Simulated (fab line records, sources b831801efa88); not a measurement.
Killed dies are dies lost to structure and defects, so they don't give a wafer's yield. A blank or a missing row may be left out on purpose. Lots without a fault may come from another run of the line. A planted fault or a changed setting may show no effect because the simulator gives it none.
fab line records | flow sky130
record lots=6 wafers=18 last_day=49
route steps=708 shown METAL4@622 VIA4@639 METAL5@661 PAD_OPEN@708
lots that met no fault: from a run of the same line without faults
start_h: hours from the record's first day to the start of the lot's first wafer shown | wait_h: hours since the lot's step before | " the same as in the row above | L1.1+2: a row that stands for several wafers | - no value, or no start given | * or withheld: withheld | < > ~ a bound
route shown NAME@n: a module of which the file shows steps, and the number in the route of the first | usual: mean/standard deviation of fault-free wafers | same: alike in all rows | chamber/n: place in a boat | sites: the reading at each site | _std_site: their standard deviation | _edge_site: outer sites' mean less inner sites' | radius_mm: how far each site lies from the wafer's centre | mask NAME#n: copy n | behind: the tool/chamber that last shaped the wafer | hold: why the lot was held/for how many hours/how that ended | device: the transistor (n, p or np) that didn't switch | end of line: the same wafers' tests at the end of the route | a step without rows: its recipe alone | killed: dies lost to structure and defects at the first sort, not the wafer's yield | map: a wafer's dies, x killed, . not, _ none there
set.NAME: the setting as run; set.NAME@STEP: as run at that earlier step | model.NAME: the simulator's own value behind a step, which no gauge read
lots at some steps of the route; a table a step, a row a wafer
services: from which hour (start_h, from the record's first day; less than 0 if before it) a tool's chamber was out of use, for how many hours, and why
## steps
# step SKY_METAL4_HMDS_06
# recipe prime_time_s=60 prime_temp_c=120
# step SKY_METAL4_COAT_07
# recipe resist=BARC temp_c=withheld time_s=withheld spin_rpm=3000 resist_thk_nm=60
# step SKY_METAL4_COAT_08
# recipe resist=KrF-thick spin_rpm=3000 resist_thk_nm=1140
# step SKY_METAL4_SOFTBAKE_09
# recipe temp_c=100 time_s=90 resist=KrF-thick
# step SKY_METAL4_EXPOSE_10
# recipe mask_id=MM4 na=0.68 source_shape=annular sigma_inner=0.4 sigma_outer=0.8 target_cd_nm=300 dose_mj=28
# step SKY_METAL4_PEB_11
# recipe peb_temp_c=withheld peb_time_s=withheld resist=KrF-thick
# step SKY_METAL4_DEVELOP_12
# recipe develop_time_s=59.01 resist=KrF-thick dev_temp_c=21
# step SKY_METAL4_CD_MEAS_13
# recipe target_cd_nm=300
# usual cd_nm=300.2/1.3
# columns lot.wafer tool chamber start_h wait_h cd_nm
L624.1 cd_sem-01 - 993.81 - 299.2
L624.3 " - " " 299.0
L624.4 " - " " 299.5
L625.4 cd_sem-01 - 999.86 - 298.6
L625.5 " - " " 300.9
L625.6 " - " " 299.9
L628.1 cd_sem-01 - 1024.91 - 300.3
L628.2 " - " " 301.0
L628.4 " - " " 298.7
L629.3 cd_sem-02 - 1032.85 - 300.5
L629.4 " - " " 299.0
L629.6 " - " " 299.5
L639.3 cd_sem-02 - 1084.85 - 300.4
L639.5 " - " " 299.7
L639.6 " - " " 299.2
L642.4 cd_sem-02 - 1104.92 - 298.3
L642.5 " - " " 299.2
L642.6 " - " " 299.4
# step SKY_METAL4_OVL_MEAS_14
# usual METAL4_OVL=1/5.3
# columns lot.wafer tool chamber start_h wait_h METAL4_OVL[nm]
L624.1 overlay-02 - 993.93 0.1 5
L624.3 " - " " -1
L624.4 " - " " 6
L625.4 overlay-01 - 999.94 0.1 -4
L625.5 " - " " -3
L625.6 " - " " -6
L628.1 overlay-02 - 1025.03 0.1 -2
L628.2 " - " " -7
L628.4 " - " " -11
L629.3 overlay-01 - 1032.95 0.1 -3
L629.4 " - " " -8
L629.6 " - " " -10
L639.3 overlay-02 - 1084.94 0.1 -6
L639.5 " - " " -5
L639.6 " - " " -10
L642.4 overlay-02 - 1105.00 0.1 -4
L642.5 " - " " 5
L642.6 " - " " 3
# step SKY_METAL4_DESCUM_15
# recipe chemistry=O2 source_power_w=150 bias_power_w=0 pressure_mtorr=10 temp_c=40 time_s=8
# step SKY_METAL4_ETCH_16
# recipe chemistry=N2/H2 target=BARC ion_energy_ev=200 bias_w=100 pressure_mtorr=30 n2_flow_sccm=100 h2_flow_sccm=200 icp_w=500 stop_on=SiO2 time_s=88.2 target_depth_a=600
# usual drypump_motor_current_A=5.7/0.47 oes_product_au=0.626/0.0047 throttle_valve_pct=13.205/0.0095
# columns lot.wafer tool chamber start_h wait_h drypump_motor_current_A oes_product_au rf_hours_counter_h throttle_valve_pct
L624.1 rie_metal-04 0 994.00 0.0 5.1 0.628 16 13.205
L624.3 " 1 " " 5.7 0.626 - 13.219
L624.4 " 0 " " 5.1 0.617 - 13.217
L625.4 rie_metal-03 1 1000.02 0.0 6.5 0.627 - 13.206
L625.5 " 1 " " 6.4 0.626 - 13.199
L625.6 " 0 " " 5.5 0.624 - 13.212
L628.1 rie_metal-03 1 1025.10 0.0 6.4 0.616 15 13.199
L628.2 " 0 " " 5.5 0.621 18 13.185
L628.4 " 0 " " 5.5 0.626 - 13.201
L629.3 rie_metal-03 0 1033.03 0.0 5.5 0.630 - 13.216
L629.4 " 1 " " 6.4 0.618 - 13.200
L629.6 " 1 " " 6.4 0.631 - 13.200
L639.3 rie_metal-03 0 1085.03 0.0 5.5 0.626 - 13.202
L639.5 " 1 " " 6.5 0.625 - 13.206
L639.6 " 0 " " 5.5 0.627 - 13.195
L642.4 rie_metal-04 1 1105.08 0.0 5.7 0.626 - 13.223
L642.5 " 0 " " 5.1 0.626 - 13.181
L642.6 " 1 " " 5.7 0.620 - 13.189
# step SKY_METAL4_ETCH_17
# recipe target=SiO2 stop_on=TiN chemistry=C4F8/O2/Ar source_w=1500 bias_w=1200 pressure_mtorr=40 c4f8_flow_sccm=withheld O2_flow_sccm=6 Ar_flow_sccm=300 time_s=3.9 target_depth_a=150
# step SKY_METAL4_METAL_ETCH_18
# recipe target_depth_a=8450 stop_on=SiO2 over_etch_frac=0.3 time_s=183.1 chemistry=Cl2/BCl3 resist_sidewall_deg=88 pressure_mtorr=10 icp_w=900 bias_w=48.5 Cl2_flow_sccm=60 bcl3_flow_sccm=30
# usual drypump_motor_current_A=5.8/0.4 oes_product_au=0.868/0.0059 throttle_valve_pct=22.264/0.009
# columns lot.wafer tool chamber start_h wait_h drypump_motor_current_A oes_product_au rf_hours_counter_h throttle_valve_pct
L624.1 rie_metal-02 1 994.12 0.0 5.7 0.874 11 22.268
L624.3 " 0 " " 6.2 0.871 - 22.246
L624.4 " 1 " " 5.7 0.869 - 22.264
L625.4 rie_metal-04 0 1000.17 0.1 5.1 0.869 - 22.263
L625.5 " 1 " " 5.7 0.875 - 22.262
L625.6 " 0 " " 5.1 0.876 - 22.262
L628.1 rie_metal-02 0 1025.22 0.0 6.2 0.865 18 22.280
L628.2 " 1 " " 5.8 0.867 13 22.257
L628.4 " 1 " " 5.7 0.869 - 22.252
L629.3 rie_metal-02 0 1033.18 0.1 6.2 0.871 - 22.266
L629.4 " 1 " " 5.8 0.863 - 22.266
L629.6 " 1 " " 5.8 0.871 - 22.253
L639.3 rie_metal-04 0 1085.18 0.1 5.1 0.870 - 22.268
L639.5 " 0 " " 5.1 0.864 - 22.264
L639.6 " 1 " " 5.7 0.876 - 22.257
L642.4 rie_metal-02 0 1105.23 0.1 6.2 0.866 - 22.252
L642.5 " 1 " " 5.7 0.873 - 22.253
L642.6 " 0 " " 6.2 0.871 - 22.262
# step SKY_METAL4_STRIP_19
# recipe chemistry=O2/N2 power_w=1400 pressure_mtorr=1500 platen_temp_c=withheld o2_flow_sccm=3000 n2_flow_sccm=300 overash_fraction=0.5
# step SKY_METAL4_STRIP_20
# recipe chemistry=post_etch_residue_remover time_s=1200 temp_c=72.5
# step SKY_METAL4_CLEAN_21
# recipe chemistry=IPA time_s=180 temp_c=25
# step SKY_METAL4_CLEAN_22
# recipe chemistry=O3/DIW dry=n2_spin
# step SKY_VIA4_HDPCVD_00
# recipe material=SiO2 target_thk_nm=1750 sigma_open_frac=0.3 time_s=291.7 temp_c=400 sih4_flow_sccm=60 pressure_mtorr=6
# step SKY_VIA4_THK_MEAS_01
# recipe reads=SiO2_of_VIA4_HDPCVD_00
# usual VIA4_HDPCVD_THK=1752/17
# columns lot.wafer tool chamber start_h wait_h VIA4_HDPCVD_THK[nm]
L624.1 film_metro-03 - 995.07 0.1 1768
L624.3 " - " " 1797
L624.4 " - " " 1763
L625.4 film_metro-02 - 1001.13 0.0 1739
L625.5 " - " " 1745
L625.6 " - " " 1753
L628.1 film_metro-03 - 1026.17 0.1 1783
L628.2 " - " " 1792
L628.4 " - " " 1787
L629.3 film_metro-03 - 1034.16 0.1 1773
L629.4 " - " " 1758
L629.6 " - " " 1758
L639.3 film_metro-02 - 1086.09 0.1 1742
L639.5 " - " " 1757
L639.6 " - " " 1770
L642.4 film_metro-02 - 1106.66 0.0 1758
L642.5 " - " " 1765
L642.6 " - " " 1770
# step SKY_VIA4_CMP_02
# recipe material=SiO2 down_force_psi=4 platen_rpm=60 pad_velocity_m_s=0.94248
# step SKY_VIA4_BOW_MEAS_03
# recipe mode=bow
# usual VIA4_BOW=82/8.2
# columns lot.wafer tool chamber start_h wait_h VIA4_BOW[um]
L624.1 film_metro-02 - 995.43 0.1 79
L624.3 " - " " 83
L624.4 " - " " 87
L625.4 film_metro-03 - 1001.68 0.3 87
L625.5 " - " " 77
L625.6 " - " " 84
L628.1 film_metro-02 - 1026.89 0.1 87
L628.2 " - " " 79
L628.4 " - " " 84
L629.3 film_metro-02 - 1034.54 0.3 75
L629.4 " - " " 82
L629.6 " - " " 68
L639.3 film_metro-03 - 1086.52 0.1 84
L639.5 " - " " 75
L639.6 " - " " 87
L642.4 film_metro-02 - 1107.05 0.2 78
L642.5 " - " " 69
L642.6 " - " " 87
# step SKY_VIA4_DEHYDRATE_04
# recipe temp_c=200 time_s=60
# step SKY_VIA4_HMDS_05
# recipe prime_time_s=60 prime_temp_c=120
# step SKY_VIA4_COAT_06
# recipe resist=NOVOLAK spin_rpm=3068 resist_thk_nm=1140
# step SKY_VIA4_SOFTBAKE_07
# recipe temp_c=90 time_s=60 resist=NOVOLAK
# step SKY_VIA4_EXPOSE_08
# recipe mask_id=VIM4 na=0.6 source_shape=conventional sigma_outer=0.6 polarization=unpolarized target_cd_nm=800 dose_mj=132
# step SKY_VIA4_PEB_09
# recipe temp_c=withheld time_s=* resist=NOVOLAK
# step SKY_VIA4_DEVELOP_10
# recipe resist=NOVOLAK developer=TMAH develop_time_s=60 dev_temp_c=23
# step SKY_VIA4_OVL_MEAS_11
# usual VIA4_OVL=1.0/1.6
# columns lot.wafer tool chamber start_h wait_h VIA4_OVL[nm]
L624.1 overlay-02 - 1018.96 0.1 1.6
L624.3 " - " " 2.2
L624.4 " - " " 1.4
L625.4 overlay-01 - 1024.87 0.1 1.6
L625.5 " - " " 1.0
L625.6 " - " " 2.0
L628.1 overlay-01 - 1049.01 0.1 0.9
L628.2 " - " " 0.7
L628.4 " - " " 0.1
L629.3 overlay-01 - 1056.46 0.1 0.3
L629.4 " - " " 0.2
L629.6 " - " " 0.3
L639.3 overlay-02 - 1106.73 0.1 1.5
L639.5 " - " " 3.3
L639.6 " - " " 1.2
L642.4 overlay-02 - 1126.47 0.1 1.6
L642.5 " - " " 2.7
L642.6 " - " " 1.8
# step SKY_VIA4_ETCH_12
# recipe target=SiO2 chemistry=C4F8/O2/Ar stop_on=TiN mask_material=NOVOLAK source_w=1500 bias_w=1200 pressure_mtorr=40 c4f8_flow_sccm=withheld O2_flow_sccm=6 Ar_flow_sccm=300 time_s=withheld target_depth_a=5800
# step SKY_VIA4_STRIP_13
# recipe chemistry=O2/N2 power_w=1400 pressure_mtorr=1500 platen_temp_c=withheld o2_flow_sccm=3000 n2_flow_sccm=300 overash_fraction=0.5
# usual drypump_motor_current_A=5.4/0.53 oes_product_au=0.710/0.0046 strip_time_to_endpoint_s=12.69/0.043
# columns lot.wafer tool chamber start_h wait_h drypump_motor_current_A oes_product_au rf_hours_counter_h strip_time_to_endpoint_s
L624.1 plasma_asher-03 0 1019.07 - 5.7 0.711 91 12.67
L624.3 " 0 " " 5.7 0.714 - 12.68
L624.4 " 1 " " 4.6 0.712 - 12.64
L625.4 plasma_asher-03 0 1024.99 - 5.7 0.702 - 12.59
L625.5 " 1 " " 4.7 0.712 - 12.60
L625.6 " 0 " " 5.7 0.718 - 12.63
L628.1 plasma_asher-01 1 1049.12 - 5.5 0.716 59 12.72
L628.2 " 0 " " 4.9 0.709 59 12.75
L628.4 " 1 " " 5.5 0.716 - 12.70
L629.3 plasma_asher-01 0 1056.59 - 4.9 0.706 - 12.72
L629.4 " 1 " " 5.5 0.712 - 12.70
L629.6 " 1 " " 5.5 0.712 - 12.71
L639.3 plasma_asher-01 0 1106.86 - 4.9 0.714 - 12.68
L639.5 " 1 " " 5.5 0.706 - 12.74
L639.6 " 0 " " 5.0 0.703 - 12.72
L642.4 plasma_asher-03 1 1126.59 - 4.7 0.710 - 12.63
L642.5 " 0 " " 5.7 0.709 - 12.63
L642.6 " 1 " " 4.7 0.712 - 12.59
# step SKY_VIA4_STRIP_14
# recipe chemistry=post_etch_residue_remover time_s=1200 temp_c=72.5
# step SKY_VIA4_CLEAN_15
# recipe chemistry=IPA time_s=180 temp_c=25
# step SKY_VIA4_CLEAN_16
# recipe chemistry=O3/DIW dry=n2_spin
# step SKY_VIA4_SPUTTER_17
# recipe material=TiN target_thk_nm=20 chamber_pressure_pa=5 power_w=4000 time_s=80
# step SKY_VIA4_CVD_18
# recipe material=W target_thk_nm=505 time_s=152.14 temp_c=400 pressure_torr=40
# usual heater_power_w=761/22
# columns lot.wafer tool chamber start_h wait_h heater_power_w since_wet_clean_h
L624.1 cvd_w-02 0 1019.76 0.0 774 102
L624.3 " 0 " " 791 -
L624.4 " 1 " " 732 -
L625.4 cvd_w-02 1 1025.67 0.1 731 -
L625.5 " 1 " " 729 -
L625.6 " 0 " " 772 -
L628.1 cvd_w-01 1 1049.78 0.0 746 646
L628.2 " 0 " " 782 646
L628.4 " 0 " " 771 -
L629.3 cvd_w-02 1 1057.33 0.1 736 -
L629.4 " 0 " " 781 -
L629.6 " 1 " " 741 -
L639.3 cvd_w-01 0 1107.53 0.1 789 -
L639.5 " 0 " " 770 -
L639.6 " 1 " " 751 -
L642.4 cvd_w-01 1 1127.45 0.1 777 -
L642.5 " 0 " " 770 -
L642.6 " 1 " " 779 -
# step SKY_VIA4_RS_MEAS_19
# recipe thk_meas_gauge=four-point-probe reads=W_of_VIA4_CVD_18+TiN_of_VIA4_SPUTTER_17
# usual VIA4_W_RS=0.2270/0.0021
# columns lot.wafer tool chamber start_h wait_h VIA4_W_RS[ohm/sq]
L624.1 film_metro-02 - 1019.91 0.1 0.2262
L624.3 " - " " 0.2272
L624.4 " - " " 0.2273
L625.4 film_metro-02 - 1025.83 0.1 0.2255
L625.5 " - " " 0.2254
L625.6 " - " " 0.2270
L628.1 film_metro-03 - 1049.93 0.1 0.2257
L628.2 " - " " 0.2249
L628.4 " - " " 0.2275
L629.3 film_metro-03 - 1057.47 0.1 0.2270
L629.4 " - " " 0.2274
L629.6 " - " " 0.2254
L639.3 film_metro-03 - 1107.67 0.1 0.2304
L639.5 " - " " 0.2309
L639.6 " - " " 0.2287
L642.4 film_metro-03 - 1127.61 0.1 0.2292
L642.5 " - " " 0.2245
L642.6 " - " " 0.2266
# step SKY_VIA4_THK_MEAS_20
# recipe thk_meas_gauge=xrf reads=W_of_VIA4_CVD_18
# usual VIA4_W_THK=511/6.4
# columns lot.wafer tool chamber start_h wait_h VIA4_W_THK[nm]
L624.1 film_metro-02 - 1020.03 0.1 522
L624.3 " - " " 516
L624.4 " - " " 516
L625.4 film_metro-02 - 1025.92 0.1 520
L625.5 " - " " 519
L625.6 " - " " 517
L628.1 film_metro-03 - 1050.05 0.1 512
L628.2 " - " " 516
L628.4 " - " " 507
L629.3 film_metro-03 - 1057.57 0.1 510
L629.4 " - " " 508
L629.6 " - " " 516
L639.3 film_metro-03 - 1107.77 0.1 500
L639.5 " - " " 499
L639.6 " - " " 499
L642.4 film_metro-03 - 1127.70 0.1 506
L642.5 " - " " 513
L642.6 " - " " 507
# step SKY_VIA4_CMP_21
# recipe stop_on=SiO2 t_overpolish_s=25 down_force_psi=3.5 platen_rpm=60 target_thk_nm=0 pad_velocity_m_s=0.94248
# step SKY_METAL5_SPUTTER_00
# recipe material=Ti target_thk_nm=15 power_w=3000 time_s=10 chamber_pressure_pa=0.4
# usual throttle_valve_pct=29.9/0.95
# columns lot.wafer tool chamber start_h wait_h throttle_valve_pct
L624.1 pvd_sputter-02 - 1020.64 0.2 30.9
L624.3 " - " " 28.9
L624.4 " - " " 30.2
L625.4 pvd_sputter-01 - 1026.59 0.1 29.8
L625.5 " - " " 29.4
L625.6 " - " " 32.0
L628.1 pvd_sputter-01 - 1050.41 0.1 32.2
L628.2 " - " " 29.1
L628.4 " - " " 28.8
L629.3 pvd_sputter-04 - 1057.91 0.2 30.6
L629.4 " - " " 29.1
L629.6 " - " " 29.2
L639.3 pvd_sputter-02 - 1108.11 0.1 29.8
L639.5 " - " " 30.8
L639.6 " - " " 28.9
L642.4 pvd_sputter-02 - 1128.03 0.1 30.1
L642.5 " - " " 29.9
L642.6 " - " " 30.5
# step SKY_METAL5_SPUTTER_01
# recipe material=TiN target_thk_nm=20 power_w=6500 time_s=16.17 chamber_pressure_pa=0.4
# step SKY_METAL5_SPUTTER_02
# recipe material=AlCu target_thk_nm=1150 power_w=10600 time_s=61.2 chamber_pressure_pa=0.4
# usual throttle_valve_pct=29.9/0.96
# columns lot.wafer tool chamber start_h wait_h throttle_valve_pct
L624.1 pvd_sputter-02 - 1020.69 0.0 30.8
L624.3 " - " " 28.9
L624.4 " - " " 30.3
L625.4 pvd_sputter-01 - 1026.64 0.0 29.5
L625.5 " - " " 29.3
L625.6 " - " " 32.5
L628.1 pvd_sputter-01 - 1050.46 0.0 32.3
L628.2 " - " " 29.6
L628.4 " - " " 28.7
L629.3 pvd_sputter-04 - 1057.96 0.0 30.5
L629.4 " - " " 29.1
L629.6 " - " " 29.2
L639.3 pvd_sputter-02 - 1108.16 0.0 29.8
L639.5 " - " " 30.9
L639.6 " - " " 29.0
L642.4 pvd_sputter-02 - 1128.08 0.0 30.2
L642.5 " - " " 30.0
L642.6 " - " " 30.4
# step SKY_PAD_OPEN_PROBE_99
# usual defect_limited_yield=82.6/1.9 killed_at_M0_to_M3=43/6.9 killed_at_M4_up=3.2/2 killed_at_contacts=25/5.1 killed_at_front_end=15/4.5 killed_at_other=0.2/0.51 killed_dies=85/9.5 killed_open=48/6.9 killed_short=38/6.7 sort_bin_3_pad_short=0.8/0.4 sort_bin_5_function=10.2/1.6 sort_bin_6_memory=6.4/1.1 sort_n_pass=407/9.5 sort_yield_pct=82.6/1.9
# same gross_dies=492 killed_at_back_side=0 sort_bin_4_leakage[%]=0 sort_bin_8_speed[%]=0
# columns lot.wafer tool chamber start_h wait_h defect_limited_yield[%] killed_at_M0_to_M3 killed_at_M4_up killed_at_contacts killed_at_front_end killed_at_other killed_dies killed_open killed_short sort_bin_3_pad_short[%] sort_bin_5_function[%] sort_bin_6_memory[%] sort_n_pass sort_yield_pct[%] model.etest.tester.sort_n_pass model.etest.tester.sort_yield_pct model.etest.tester.sort_bin_5_pct model.etest.tester.sort_bin_3_pct
L624.1 prober-02 - 1087.82 0.1 87.4 33 1 18 10 0 62 38 24 0.4 6.1 6.1 430 87.4 430 87.4 6.098 0.4065
L624.3 prober-02 - 1087.92 0.2 85.2 30 4 22 17 0 73 42 31 1.0 8.3 5.5 419 85.2 419 85.16 8.333 1.016
L624.4 prober-02 - 1087.97 0.2 82.3 44 2 27 14 0 87 42 45 1.6 10.2 5.9 405 82.3 405 82.32 10.16 1.626
L625.4 prober-01 - 1094.10 0.2 85.4 35 4 22 11 0 72 38 34 0.4 8.9 5.3 420 85.4 420 85.37 8.943 0.4065
L625.5 prober-01 - 1094.15 0.2 81.3 50 5 25 12 0 92 42 50 0.8 8.9 8.9 400 81.3 400 81.3 8.943 0.813
L625.6 prober-01 - 1094.20 0.2 80.7 44 2 28 20 1 95 49 46 0.8 11.8 6.7 397 80.7 397 80.69 11.79 0.813
L628.1 prober-02 - 1117.66 0.1 80.5 38 23 17 18 0 96 42 32 1.2 13.8 4.5 396 80.5 396 80.49 13.82 1.22
L628.2 prober-02 - 1117.71 0.1 81.1 42 9 25 16 1 93 41 52 0.8 9.8 8.3 399 81.1 399 81.1 9.756 0.813
L628.4 prober-02 - 1117.81 0.2 79.9 40 3 30 26 0 99 55 44 0.8 11.8 7.5 393 79.9 393 79.88 11.79 0.813
L629.3 prober-01 - 1123.11 0.2 76.6 46 26 27 16 0 115 56 35 1.4 14.0 7.9 377 76.6 377 76.63 14.02 1.423
L629.4 prober-01 - 1123.16 0.2 82.9 46 3 24 11 0 84 48 36 0.8 11.2 5.1 408 82.9 408 82.93 11.18 0.813
L629.6 prober-01 - 1123.26 0.2 82.1 53 1 15 19 0 88 49 39 1.0 10.6 6.3 404 82.1 404 82.11 10.57 1.016
L639.3 prober-01 - 1167.07 0.2 83.7 34 7 29 10 0 80 48 32 0.6 10.0 5.7 412 83.7 412 83.74 9.959 0.6098
L639.5 prober-01 - 1167.17 0.2 82.3 42 2 28 14 1 87 47 40 0.2 11.0 6.5 405 82.3 405 82.32 10.98 0.2033
L639.6 prober-01 - 1167.22 0.2 83.9 47 2 19 11 0 79 44 35 0.6 8.1 7.3 413 83.9 413 83.94 8.13 0.6098
L642.4 prober-02 - 1183.52 0.2 82.5 39 2 30 15 0 86 59 27 0.8 10.8 5.9 406 82.5 406 82.52 10.77 0.813
L642.5 prober-02 - 1183.57 0.2 81.9 56 3 17 13 0 89 47 42 1.4 11.2 5.5 403 81.9 403 81.91 11.18 1.423
L642.6 prober-02 - 1183.62 0.2 81.3 50 6 26 10 0 92 41 51 1.8 10.6 6.3 400 81.3 400 81.3 10.57 1.829
# killed by level:class
L624.1 CONTACT:geometric_particle:open=9 VIA2:geometric_particle:open=9 FIELD_ISO:geometric_particle:open=4 METAL1:geometric_particle:short=4 VIA1:geometric_particle:open=4 METAL2:geometric_particle:open=4 VIA3:geometric_particle:open=4 LI_CONTACT:geometric_particle:short=3
L624.3 CONTACT:geometric_particle:open=11 VIA3:geometric_particle:open=9 VIA2:geometric_particle:open=6 FIELD_ISO:geometric_particle:short=5 VIA1:geometric_particle:open=5 POLY_GATE:geometric_particle:short=4 LI_CONTACT:geometric_particle:short=3 LI_CONTACT:geometric_particle:open=3
L624.4 CONTACT:geometric_particle:open=9 METAL1:geometric_particle:short=9 VIA1:geometric_particle:open=7 VIA3:geometric_particle:open=6 VIA2:geometric_particle:open=6 FIELD_ISO:geometric_particle:short=5 POLY_GATE:geometric_particle:short=5 LI_CONTACT:geometric_particle:open=5
L625.4 LI_CONTACT:geometric_particle:open=8 VIA1:geometric_particle:open=7 CONTACT:geometric_particle:open=5 VIA2:geometric_particle:open=5 POLY_GATE:geometric_particle:open=4 CONTACT:geometric_particle:short=4 METAL3:geometric_particle:short=4 VIA1:geometric_particle:short=4
L625.5 METAL1:geometric_particle:short=10 VIA2:geometric_particle:open=9 CONTACT:geometric_particle:open=8 VIA1:geometric_particle:open=8 LOCAL_INTERCONNECT:geometric_particle:short=7 VIA3:geometric_particle:open=5 LI_CONTACT:geometric_particle:open=5 VIA3:geometric_particle:short=5
L625.6 VIA1:geometric_particle:open=12 CONTACT:geometric_particle:open=11 LI_CONTACT:geometric_particle:open=8 METAL1:geometric_particle:short=7 METAL2:geometric_particle:short=7 POLY_GATE:geometric_particle:short=6 LI_CONTACT:geometric_particle:short=6 FIELD_ISO:geometric_particle:short=4
L628.1 METAL4:unspecified=22 METAL2:geometric_particle:short=8 VIA1:geometric_particle:open=7 LI_CONTACT:geometric_particle:open=6 VIA2:geometric_particle:open=6 CONTACT:geometric_particle:short=5 VIA3:geometric_particle:open=4 CONTACT:geometric_particle:open=4
L628.2 VIA1:geometric_particle:open=10 CONTACT:geometric_particle:short=8 CONTACT:geometric_particle:open=8 VIA2:geometric_particle:open=6 METAL4:geometric_particle:short=6 VIA1:geometric_particle:short=5 POLY_GATE:geometric_particle:short=5 LI_CONTACT:geometric_particle:open=5
L628.4 FIELD_ISO:geometric_particle:open=15 CONTACT:geometric_particle:open=11 VIA1:geometric_particle:open=9 FIELD_ISO:geometric_particle:short=6 VIA1:geometric_particle:short=6 LI_CONTACT:geometric_particle:open=5 CONTACT:geometric_particle:short=5 VIA3:geometric_particle:open=5
L629.3 METAL4:unspecified=24 VIA1:geometric_particle:open=13 LI_CONTACT:geometric_particle:open=9 CONTACT:geometric_particle:open=9 POLY_GATE:geometric_particle:open=6 VIA2:geometric_particle:open=5 VIA3:geometric_particle:open=5 LOCAL_INTERCONNECT:geometric_particle:short=4
L629.4 VIA1:geometric_particle:open=10 VIA3:geometric_particle:open=9 CONTACT:geometric_particle:open=8 LI_CONTACT:geometric_particle:open=8 CONTACT:geometric_particle:short=7 METAL1:geometric_particle:short=6 VIA2:geometric_particle:open=6 VIA1:geometric_particle:short=4
L629.6 VIA3:geometric_particle:open=12 CONTACT:geometric_particle:open=9 METAL2:geometric_particle:short=9 VIA1:geometric_particle:open=8 FIELD_ISO:geometric_particle:short=7 METAL1:geometric_particle:short=6 VIA2:geometric_particle:open=6 FIELD_ISO:geometric_particle:open=4
L639.3 CONTACT:geometric_particle:open=16 VIA1:geometric_particle:open=8 LI_CONTACT:geometric_particle:open=7 VIA2:geometric_particle:open=6 POLY_GATE:geometric_particle:short=5 METAL1:geometric_particle:short=5 VIA3:geometric_particle:open=5 VIA1:geometric_particle:short=4
L639.5 CONTACT:geometric_particle:open=9 VIA1:geometric_particle:open=9 LI_CONTACT:geometric_particle:open=7 VIA1:geometric_particle:short=6 METAL2:geometric_particle:short=6 LOCAL_INTERCONNECT:geometric_particle:short=5 FIELD_ISO:geometric_particle:short=4 FIELD_ISO:geometric_particle:open=4
L639.6 VIA1:geometric_particle:open=12 VIA3:geometric_particle:open=7 CONTACT:geometric_particle:open=6 LI_CONTACT:geometric_particle:short=5 VIA2:geometric_particle:open=5 METAL1:geometric_particle:short=5 VIA1:geometric_particle:short=5 POLY_GATE:geometric_particle:short=3
L642.4 CONTACT:geometric_particle:open=16 VIA1:geometric_particle:open=12 LI_CONTACT:geometric_particle:open=6 VIA2:geometric_particle:open=6 FIELD_ISO:geometric_particle:open=5 VIA3:geometric_particle:open=5 LOCAL_INTERCONNECT:geometric_particle:short=4 CONTACT:geometric_particle:short=4
L642.5 VIA1:geometric_particle:open=17 METAL2:geometric_particle:short=8 VIA3:geometric_particle:open=8 LI_CONTACT:geometric_particle:open=5 VIA3:geometric_particle:short=5 CONTACT:geometric_particle:open=5 METAL1:geometric_particle:short=5 VIA1:geometric_particle:short=5
L642.6 VIA3:geometric_particle:open=8 CONTACT:geometric_particle:open=7 VIA1:geometric_particle:short=7 CONTACT:geometric_particle:short=7 VIA2:geometric_particle:open=7 LI_CONTACT:geometric_particle:open=6 METAL2:geometric_particle:short=6 VIA3:geometric_particle:short=6
# map L628.4 (x killed, . not)
__________.x.xx....._________
________.x..x.....x..._______
______xx.xx....x....x..x_____
_____x.......x..xx.......____
____.x.......xx..xxx......___
___xx...x...x......x.....x.__
__.x.x......xx......xx.x...._
_.....x.........xx...x.x.....
_....x....xx............x.x..
_x.....x....xx......x.......x
_..................x...x.x..x
_.x...x.x...x..x......x......
_............x...x....x......
_...x.....xxx.x......x..xxx..
_.x.x.x....x....x...x..x.....
__.........x....x..x....x..._
___..x.........x.........x.__
____...................x..___
_____....x.............x.____
______..x..x.x..x..xx..._____
________..x..........._______
__________x........._________
# map L629.3 (x killed, . not)
__________xxxxxxxxxx_________
________x...xxxxxxx.x._______
______.x..xxxxxx..x.xx.x_____
_____..x..xx...........x.____
____..x....x.....xx..xx...___
___.......xx...x..x........__
__....x....x.x....x......x.._
_..x.........x......x.xx.xx..
_.x....x.....x.....x...x..x.x
_..x......xx..............x..
_.......x..xx......x.....x..x
_...x.....x...x.....x.....xxx
_...................x.....x..
_...........xx.x..xxx...x....
_x....x..x....x.....x......x.
__..........x.x............._
___...x......xx...x........__
____....x............xx...___
_____.....x.........x....____
______......xxx.x......x_____
________....x.x...x..._______
__________......x..._________
## services
# columns tool chamber start_h hours kind
pvd_sputter-02 - 977.21 2.0 repair
pvd_sputter-04 - 1001.08 3.2 repair
cvd_w-01 0 1014.71 5.1 repair
rie_metal-04 1 1017.20 1.5 repair
pvd_sputter-02 0 1036.64 - consumable_replace:kit
pvd_sputter-02 0 1036.64 18.0 scheduled_down
pvd_sputter-02 0 1036.64 18.0 vent_cycle
plasma_asher-01 - 1037.59 4.2 repair
pvd_sputter-04 2 1061.42 - consumable_replace:kit
pvd_sputter-04 2 1061.42 18.0 scheduled_down
pvd_sputter-04 2 1061.42 18.0 vent_cycle
pvd_sputter-01 - 1097.83 2.6 repair
rie_metal-03 0 1108.75 - clean
rie_metal-03 0 1108.75 17.5 scheduled_down
rie_metal-03 0 1108.75 17.5 vent_cycle
## key
first_sign step=SKY_PAD_OPEN_PROBE_99 reading=killed_at_M4_up direction=up sigmas=11 usual=3.2 struck=24.5
effect none on later readings
model_effect step=SKY_PAD_OPEN_PROBE_99 value=etest.tester.sort_n_pass without=407 struck=386.5
met_at SKY_METAL4_METAL_ETCH_18
struck_wafers L628.1,L629.3
onset_between 994.12 1025.22
fault kind=chamber_particle_source tool=rie_metal-02 chamber=0 onset_h=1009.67 steps=SKY_METAL4_METAL_ETCH_18 rate_per_visit_cm2=0.75606 end_h=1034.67
